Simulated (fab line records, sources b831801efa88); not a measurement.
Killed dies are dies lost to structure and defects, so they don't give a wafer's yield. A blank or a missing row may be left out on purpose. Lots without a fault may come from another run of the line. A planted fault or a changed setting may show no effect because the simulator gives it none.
Chamber matching | flow sky130 | SKY_VIA1_CMP_02 on cmp-01: 4 sister chambers
The step polishes SiO2. 14 wafers are shown with their chamber, then 7 later ones without.

WAFERS WITH THEIR CHAMBER
wafer  | chamber | motor_current_A (A) | edge_zone_pressure_frac
L104.1 | 2       | 12.3                | 1.000
L104.4 | 0       | 12.6                | 0.998
L104.5 | 2       | 12.1                | 1.009
L112.1 | 0       | 12.6                | 1.003
L112.2 | 1       | 11.2                | 1.013
L112.5 | 2       | 13.7                | 1.005
L117.1 | 3       | 12.2                | 1.000
L117.3 | 0       | 12.3                | 1.002
L117.6 | 2       | 12.2                | 0.996
L120.2 | 3       | 12.0                | 1.006
L120.4 | 2       | 12.5                | 0.998
L120.6 | 2       | 12.7                | 1.005
L119.2 | 2       | 11.8                | 1.008
L119.3 | 1       | 10.7                | 0.992

SIGNATURES (means of the wafers above)
reading                 | chamber 0 | chamber 1 | chamber 2 | chamber 3 | scatter within a chamber
motor_current_A         | 12.500    | 10.950    | 12.471    | 12.100    | 0.496
edge_zone_pressure_frac | 1.00100   | 1.00250   | 1.00300   | 1.00300   | 0.00636
Rule: a wafer's distance from a chamber is the root of the sum, over the readings, of the square of ((its reading less the chamber's mean) divided by the reading's scatter). The wafer belongs to the nearest chamber; if the next one is less than 2 further off, it can't be placed. The scatter: the root of (the sum of the squares of (reading less its chamber's mean) over the shown wafers, divided by (wafers less chambers)).

WAFERS WITHOUT THEIR CHAMBER
wafer  | motor_current_A (A) | edge_zone_pressure_frac
L119.5 | 13.0                | 1.005
L126.1 | 11.9                | 1.002
L126.4 | 11.4                | 1.004
L126.5 | 12.4                | 0.994
L124.2 | 12.3                | 0.997
L124.4 | 11.3                | 1.005
L124.5 | 11.0                | 1.004

WHICH CHAMBER EACH WENT THROUGH
wafer  | from the rows above               | in truth
L119.5 | can't be placed: 2 or 0 or 3      | 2
L126.1 | can't be placed: 3 or 2 or 0 or 1 | 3
L126.4 | can't be placed: 1 or 3 or 2 or 0 | 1
L126.5 | can't be placed: 0 or 2 or 3      | 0
L124.2 | can't be placed: 0 or 2 or 3      | 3
L124.4 | can't be placed: 1 or 3 or 2 or 0 | 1
L124.5 | can't be placed: 1 or 3           | 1
Placed correctly: 0 of 7. Can't be placed from these rows: 7 (the true chamber is among the candidates in 7). Placed wrongly: 0.
